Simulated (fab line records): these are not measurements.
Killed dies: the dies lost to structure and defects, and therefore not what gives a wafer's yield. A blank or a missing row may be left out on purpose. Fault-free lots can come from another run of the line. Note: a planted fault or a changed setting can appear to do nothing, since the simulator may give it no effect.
Which of the tools did it?	flow gf180mcu	Sampling: 11 lots, 33 wafers, 3 of 602 route steps

## WHAT EACH GAUGE READ, for each wafer
GF_PSD_RS_MEAS_14: measures by four-point-probe.
lot	measured	on	NSD_RS (ohm/sq)
L281	day 14 18:34	filmMetro-02	46.07 46.12 46.11
L282	day 14 19:59	filmMetro-04	46.15 46.14 46.06
L283	day 15 07:41	filmMetro-02	46.11 46.00 46.05
L285	day 15 19:08	filmMetro-03	46.15 46.05 46.04
L288	day 16 15:11	filmMetro-03	46.15 46.23 46.11
L289	day 17 03:49	filmMetro-03	46.11 46.07 46.10
L291	day 18 01:11	filmMetro-03	46.17 46.08 46.05
L292	day 18 06:13	filmMetro-04	46.03 46.05 46.06
L299	day 20 13:25	filmMetro-04	46.07 46.05 46.08
L301	day 21 07:32	filmMetro-03	43.93 43.97 44.06 43.96 43.88 43.96
L302	day 21 16:47	filmMetro-02	43.83 43.99 43.99 43.80 43.89 43.94

## WHAT TOOL EACH LOT RAN ON (gives the tool, then ch and the chambers of the sampled wafers, and finally the start)
lot	GF_HV_LDD_ETCHBACK_58	GF_PSD_RTA_13
L281	rieDiel-03 ch 0,1,2, day 12 23:56	rtpAnneal-02 ch 0, day 14 18:28
L282	rieDiel-03 ch 1,2,3, day 13 02:36	rtpAnneal-01 ch 0, day 14 19:55
L283	rieDiel-03 ch 1,2, day 13 14:14	rtpAnneal-01 ch 0, day 15 07:36
L285	rieDiel-02 ch 0,1,2, day 14 00:31	rtpAnneal-01 ch 0, day 15 19:04
L288	rieDiel-04 ch 0,1,2, day 14 18:48	rtpAnneal-02 ch 0, day 16 15:06
L289	rieDiel-02 ch 0,3, day 15 06:24	rtpAnneal-01 ch 0, day 17 03:43
L291	rieDiel-02 ch 0,1,3, day 16 02:53	rtpAnneal-02 ch 0, day 18 01:06
L292	rieDiel-03 ch 0,2, day 16 06:49	rtpAnneal-01 ch 0, day 18 06:02
L299	rieDiel-02 ch 1,2,3, day 18 12:26	rtpAnneal-01 ch 0, day 20 13:20
L301	rieDiel-04 ch 0,1,3, day 19 06:07	rtpAnneal-02 ch 0, day 21 07:28
L302	rieDiel-02 ch 1,2,3, day 19 16:19	rtpAnneal-02 ch 0, day 21 16:43
- GF_HV_LDD_ETCHBACK_58: etches Si3N4 in CH3F/O2, stops on SiO2, time 100 s, target depth 90 nm.
- GF_PSD_RTA_13: time 20 s.

## THE ANSWER, worked out from the rows above alone
Rule: the usual values come from the lots themselves. Put in order of their means at a reading, lots are off if they are a third of the lots or fewer, leave a main group of 4 or more, and stand apart from it by a gap of 3 or more times the standard deviation of the main group's means; of several such gaps the widest counts. If all means in a main group match to the digits the tables above print for the reading, that group is not used. A lot without any number at a reading at which 4 lots or more have one is off too. The other lots that the step has rows for count as sound.
Off: L301, L302, at GF_PSD_RS_MEAS_14 (NSD_RS). The main group: mean 46.09 ohm/sq, standard deviation 0.034.
If a tool, at a process step before that reading, ran all the lots that are off and no sound lot after the first of them, it fits. The gauges at GF_PSD_RS_MEAS_14 are tried like those tools. One candidate fits, namely rtpAnneal-02 at GF_PSD_RTA_13. A fault onset in the window from L291 (day 18 01:06, its last sound lot) to L301 (day 21 07:28, its first lot off) fits.

## WHAT WAS PUT IN BY THE SIMULATOR
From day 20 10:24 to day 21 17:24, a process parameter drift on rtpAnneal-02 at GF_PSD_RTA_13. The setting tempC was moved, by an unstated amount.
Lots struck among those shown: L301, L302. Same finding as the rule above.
